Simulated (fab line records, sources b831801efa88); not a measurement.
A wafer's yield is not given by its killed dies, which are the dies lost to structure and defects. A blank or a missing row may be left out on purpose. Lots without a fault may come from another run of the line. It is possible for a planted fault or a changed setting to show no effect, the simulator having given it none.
The tool behind it: which one? | flow gf180mcu | Sampling: 14 lots, 42 wafers, 5 of 602 route steps

== WHAT THE GAUGES READ, wafer by wafer ==
GF_V1_RS_MEAS_24: measurement is done with a four-point probe.
lot  | measured     | on           | V1_W_RS (ohm/sq)
L773 | day 18 06:02 | filmMetro-01 | 0.338 0.325 0.327
L774 | day 18 07:45 | filmMetro-01 | 0.332 0.326 0.331
L775 | day 18 23:25 | filmMetro-02 | 0.325 0.327 0.326
L777 | day 19 23:17 | filmMetro-02 | 0.325 0.326 0.322
L778 | day 20 08:29 | filmMetro-02 | 0.316 0.314 0.319
L779 | day 20 15:00 | filmMetro-02 | 0.327 0.326 0.330
L780 | day 21 00:02 | filmMetro-02 | 0.322 0.323 0.316
L781 | day 21 07:12 | filmMetro-01 | 0.323 0.327 0.321
L782 | day 21 12:36 | filmMetro-02 | 0.328 0.324 0.321
L783 | day 21 23:53 | filmMetro-01 | 0.324 0.315 0.317
L789 | day 23 23:56 | filmMetro-01 | 0.319 0.327 0.322
L790 | day 24 07:41 | filmMetro-02 | 0.329 0.325 0.328
L794 | day 25 16:37 | filmMetro-04 | 0.322 0.322 0.321
L795 | day 25 17:22 | filmMetro-04 | 0.326 0.332 0.328

GF_M2_CD_MEAS_14 targets a cd of 280 nm.
lot  | measured     | on       | cdNm (nm)
L773 | day 19 06:46 | cdSem-01 | 280.4 279.8 280.4
L774 | day 19 09:07 | cdSem-01 | 280.4 281.3 279.8
L775 | day 19 23:15 | cdSem-01 | 280.5 280.0 279.1
L777 | day 20 23:45 | cdSem-02 | 279.7 280.5 280.0
L778 | day 21 09:07 | cdSem-02 | 281.1 281.4 280.1
L779 | day 21 15:04 | cdSem-02 | 278.4 280.8 279.9
L780 | day 22 00:09 | cdSem-01 | 278.8 279.2 279.1
L781 | day 22 08:06 | cdSem-01 | 279.7 280.2 280.4
L782 | day 22 12:57 | cdSem-01 | 279.7 279.7 280.2
L783 | day 22 23:56 | cdSem-02 | 276.6 278.8 279.2
L789 | day 24 21:34 | cdSem-01 | 278.7 280.4 280.4
L790 | day 25 05:58 | cdSem-01 | 281.3 281.7 281.5
L794 | day 26 14:21 | cdSem-01 | 281.0 280.7 280.7
L795 | day 26 15:10 | cdSem-01 | 279.3 279.2 279.4

GF_V2_THK_MEAS_01.
lot  | measured     | on           | V2_CVD_00_THK (nm)
L773 | day 19 08:09 | filmMetro-01 | 610 603 615
L774 | day 19 10:11 | filmMetro-01 | 596 609 600
L775 | day 20 00:07 | filmMetro-04 | 597 618 612
L777 | day 21 00:38 | filmMetro-01 | 591 609 585
L778 | day 21 10:03 | filmMetro-01 | 608 588 595
L779 | day 21 16:00 | filmMetro-04 | 598 609 595
L780 | day 22 01:02 | filmMetro-01 | 597 600 604
L781 | day 22 09:05 | filmMetro-04 | 610 603 602
L782 | day 22 13:58 | filmMetro-01 | 588 591 604
L783 | day 23 00:56 | filmMetro-03 | 609 599 596
L789 | day 24 22:26 | filmMetro-03 | 596 512 602
L790 | day 25 06:50 | filmMetro-04 | 599 513 602
L794 | day 26 15:13 | filmMetro-04 | 607 614 610
L795 | day 26 16:02 | filmMetro-01 | 598 611 609

== TOOL THAT RAN EACH LOT (tool first, then ch and the chambers of the sampled wafers, then the start) ==
lot  | GF_V1_SPUTTER_21            | GF_V2_CVD_00
L773 | pvdSputter-03, day 18 05:49 | hdpcvd-02 ch 0,1, day 19 08:04
L774 | pvdSputter-04, day 18 07:29 | hdpcvd-02 ch 0,1,2, day 19 10:07
L775 | pvdSputter-01, day 18 23:13 | hdpcvd-02 ch 0,1, day 20 00:03
L777 | pvdSputter-04, day 19 23:05 | hdpcvd-02 ch 0,1,2, day 21 00:34
L778 | pvdSputter-01, day 20 08:08 | hdpcvd-02 ch 0,1,2, day 21 09:58
L779 | pvdSputter-03, day 20 14:46 | hdpcvd-02 ch 0,2, day 21 15:55
L780 | pvdSputter-01, day 20 23:49 | hdpcvd-02 ch 0,2, day 22 00:58
L781 | pvdSputter-04, day 21 06:59 | hdpcvd-02 ch 0,1, day 22 09:01
L782 | pvdSputter-03, day 21 12:23 | hdpcvd-01 ch 0,1,2, day 22 13:54
L783 | pvdSputter-04, day 21 23:40 | hdpcvd-02 ch 1,2, day 23 00:51
L789 | pvdSputter-04, day 23 23:42 | hdpcvd-01 ch 0,2, day 24 22:21
L790 | pvdSputter-03, day 24 07:27 | hdpcvd-01 ch 0,1, day 25 06:46
L794 | pvdSputter-04, day 25 16:24 | hdpcvd-02 ch 0,1, day 26 15:09
L795 | pvdSputter-01, day 25 17:01 | hdpcvd-02 ch 0,2, day 26 15:57
- GF_V1_SPUTTER_21: material Ti, target thk 15 nm, time 80.02 s.
- GF_V2_CVD_00: deposits SiO2, target thk 600 nm, time 100 s.

== WHAT THE TOOLS THEMSELVES READ (means of the sampled wafers that have a number; where no wafer has one, the mark that the record gives instead) ==
GF_V1_SPUTTER_21.
lot  | tool          | throttleValvePct (%)
L773 | pvdSputter-03 | 28.9
L774 | pvdSputter-04 | 30.0
L775 | pvdSputter-01 | 30.8
L777 | pvdSputter-04 | 30.4
L778 | pvdSputter-01 | 31.1
L779 | pvdSputter-03 | 29.1
L780 | pvdSputter-01 | 32.1
L781 | pvdSputter-04 | 29.8
L782 | pvdSputter-03 | 28.9
L783 | pvdSputter-04 | 29.7
L789 | pvdSputter-04 | 30.7
L790 | pvdSputter-03 | 29.5
L794 | pvdSputter-04 | 29.3
L795 | pvdSputter-01 | 31.1

== THE ANSWER, worked out from the rows above alone ==
Rule: the lots themselves supply what counts as usual. Put in order of their means at a reading, lots are off if they are a third of the lots or fewer, leave a main group of 4 or more, and stand apart from it by a gap of 3 or more times the standard deviation of the main group's means; of several such gaps the widest counts. A main group whose means are all the same, to the digits that the tables above print for the reading, isn't used. Also off: a lot with no number at a reading for which 4 or more lots have one. The other lots that the step has rows for count as sound. First the gauges in route order, then the tools' own readings, where a lot's mean is used as printed above. At the first step where some lot is off, the reading lying furthest off is the one used; lots without a number count as furthest.
Off: L789, L790, seen at GF_V2_THK_MEAS_01 (V2_CVD_00_THK). The main group: mean 602 nm, standard deviation 5.3.
A tool fits if, at a process step before that reading, it ran every lot that is off, and no sound lot after the first of them. Those tools and the gauges at GF_V2_THK_MEAS_01 are tried in the same way. One fits: hdpcvd-01 at GF_V2_CVD_00. Its last sound lot is L782 (day 22 13:54), its first lot that is off L789 (day 24 22:21): a fault that began between those two fits.

== WHAT THE SIMULATOR PUT IN ==
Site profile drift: hdpcvd-01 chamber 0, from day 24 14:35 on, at GF_V2_CVD_00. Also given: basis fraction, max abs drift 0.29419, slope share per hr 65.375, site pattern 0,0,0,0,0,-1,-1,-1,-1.
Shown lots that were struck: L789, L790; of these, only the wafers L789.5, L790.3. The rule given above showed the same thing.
